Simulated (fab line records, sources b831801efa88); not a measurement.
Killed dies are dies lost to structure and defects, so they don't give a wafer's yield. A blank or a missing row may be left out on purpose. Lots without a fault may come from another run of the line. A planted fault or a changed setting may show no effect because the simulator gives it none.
Problem report in the 8D (eight disciplines) form, filled by code | flow sky130 | the parts of the form that need people (team, actions taken, sign-off) are left out

1. THE PROBLEM
plate_temp_C at SKY_VIA1_SOFTBAKE_08 reads a mean of 98.23 C on 6 wafers of 2 lots; wafers without a fault read 100.01 C with a standard deviation of 0.12. That is -15 standard deviations from the usual mean.
The step: time 90 s.
First seen on wafer L109.1, day 38 23:00, on litho_track-02. The record holds 42 wafers of 14 lots with a number at this step. Rule for "out", or "out of limits": more than 4 standard deviations from the usual mean. The other wafers with a number count as sound.

2. WHAT IT IS AND WHAT IT IS NOT
question                    | is                                 | is not
which readings at this step | plate_temp_C, heater_power_total_W | -
which lots                  | L109, L110                         | L100, L101, L102, L104, L112, L114, L115, L992, L993, L994, L996, L998
which wafers of those lots  | all that have a number             | -
read on which tools         | litho_track-02                     | litho_track-01, litho_track-04
when                        | from day 38 23:00                  | up to then (27 sound wafers); but 9 sound wafers of L112, L114, L115 came after

3. SUSPECTS, AND WHAT RULES EACH OUT
Counting: a tool at a process step up to the reading stays a suspect if it ran every lot that is out and no sound lot after the first of them.
- litho_track-02 at SKY_VIA1_SOFTBAKE_08 (time 90 s): kept. It ran every lot that is out, first L109 (day 38 23:00), and no sound lot after that; its last sound lot up to then is L104 (day 37 08:00). Its own readings are out on those wafers: heater_power_total_W, plate_temp_C.
Left after counting: litho_track-02 at SKY_VIA1_SOFTBAKE_08.

4. THE CAUSE (what the simulator had put in)
Process parameter drift: litho_track-02, from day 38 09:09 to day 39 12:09, at SKY_VIA1_SOFTBAKE_08. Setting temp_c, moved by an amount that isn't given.
Counting left only this tool.

5. THE CHAIN OF EFFECTS, in route order
Each row: a reading whose mean over the struck wafers that have a number lies more than 3 standard deviations from the usual. Only readings for which the record gives a usual standard deviation are gone through. hours: the time from each lot's start at the first step in this table that gives one to its start at this step, as a median over the lots. sigmas: the change in usual standard deviations.
hours | step                 | reading              | usual    | on struck wafers | change | sigmas
0     | SKY_VIA1_SOFTBAKE_08 | heater_power_total_W | 57.37 W  | 55.96            | -1.41  | -12
0     | SKY_VIA1_SOFTBAKE_08 | plate_temp_C         | 100.01 C | 98.23            | -1.78  | -15
The process steps in it:
- SKY_VIA1_SOFTBAKE_08: time 90 s.

6. WHAT WOULD HAVE CAUGHT IT SOONER
In this record the first reading out of limits was taken at day 38 23:00, 14 hours after the fault began at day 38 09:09.
